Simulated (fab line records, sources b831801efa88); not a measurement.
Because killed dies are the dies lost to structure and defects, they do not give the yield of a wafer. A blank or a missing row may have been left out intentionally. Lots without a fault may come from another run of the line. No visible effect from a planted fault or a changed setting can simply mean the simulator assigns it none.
Chamber matching + flow gf180mcu + rieDiel-01 running GF_POLY_GATE_ETCH_12: 4 sister chambers
The step etches BARC in N2/H2. 16 wafers are shown with their chamber, then 8 later ones without.

## EACH WAFER AND ITS CHAMBER
| wafer  | chamber | chamberPressureMTorr (mTorr) | oesProductAu (a.u.) | throttleValvePct (%) |
|--------|---------|------------------------------|---------------------|----------------------|
| L213.1 | 0       | 30.019                       | 0.738               | 13.219               |
| L213.2 | 3       | 29.962                       | 0.733               | 13.219               |
| L213.5 | 1       | 29.998                       | 0.743               | 13.217               |
| L216.3 | 2       | 29.990                       | 0.741               | 13.220               |
| L216.4 | 1       | 29.943                       | 0.737               | 13.213               |
| L216.5 | 0       | 30.022                       | 0.738               | 13.201               |
| L217.3 | 2       | 30.026                       | 0.741               | 13.201               |
| L217.4 | 0       | 30.033                       | 0.735               | 13.222               |
| L217.5 | 2       | 30.005                       | 0.732               | 13.221               |
| L219.1 | 2       | 30.022                       | 0.732               | 13.202               |
| L219.2 | 3       | 30.010                       | 0.735               | 13.221               |
| L219.5 | 3       | 29.959                       | 0.737               | 13.214               |
| L220.1 | 2       | 29.978                       | 0.736               | 13.209               |
| L220.4 | 3       | 30.004                       | 0.736               | 13.220               |
| L220.6 | 3       | 29.991                       | 0.732               | 13.225               |
| L224.1 | 3       | 29.965                       | 0.728               | 13.222               |

SIGNATURES (averages over the wafers above)
| reading              | chamber 0 | chamber 1 | chamber 2 | chamber 3 | scatter within a chamber |
|----------------------|-----------|-----------|-----------|-----------|--------------------------|
| chamberPressureMTorr | 30.02467  | 29.97050  | 30.00420  | 29.98183  | 0.0221                   |
| oesProductAu         | 0.73700   | 0.74000   | 0.73640   | 0.73350   | 0.00364                  |
| throttleValvePct     | 13.21400  | 13.21500  | 13.21060  | 13.22017  | 0.00763                  |
Rule: distance of a wafer from a chamber = root of the sum over the readings of ((wafer's reading minus chamber's mean) / reading's scatter) squared. If the next closest chamber is less than 2 further off than the closest, the wafer can't be placed; otherwise it belongs to the closest. The scatter: take each reading less its chamber's mean, square it, sum over the shown wafers, divide by the number of wafers less the number of chambers, and take the root.

## WAFERS WITHOUT THEIR CHAMBER
| wafer  | chamberPressureMTorr (mTorr) | oesProductAu (a.u.) | throttleValvePct (%) |
|--------|------------------------------|---------------------|----------------------|
| L224.4 | 30.013                       | 0.727               | 13.224               |
| L224.5 | 29.967                       | 0.741               | 13.221               |
| L230.2 | 30.011                       | 0.729               | 13.218               |
| L230.3 | 30.018                       | 0.741               | 13.205               |
| L230.6 | 29.982                       | 0.733               | 13.217               |
| L231.3 | 30.039                       | 0.734               | 13.212               |
| L231.5 | 30.019                       | 0.732               | 13.207               |
| L231.6 | 29.985                       | 0.744               | 13.224               |

## WHICH CHAMBER EACH WENT THROUGH
| wafer  | from the rows above               | in truth |
|--------|-----------------------------------|----------|
| L224.4 | can't be placed: 3 or 0 or 2 or 1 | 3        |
| L224.5 | can't be placed: 1 or 3 or 2      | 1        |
| L230.2 | can't be placed: 3 or 2 or 0 or 1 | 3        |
| L230.3 | can't be placed: 2 or 0 or 1 or 3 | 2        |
| L230.6 | can't be placed: 3 or 2 or 1 or 0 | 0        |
| L231.3 | can't be placed: 0 or 2 or 3      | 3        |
| L231.5 | can't be placed: 2 or 0 or 3 or 1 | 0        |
| L231.6 | can't be placed: 1 or 2 or 3 or 0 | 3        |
Correctly placed: 0 of 8. Unplaceable from these rows: 8, with the true chamber sitting among the candidates in 8. Placed wrongly: 0.
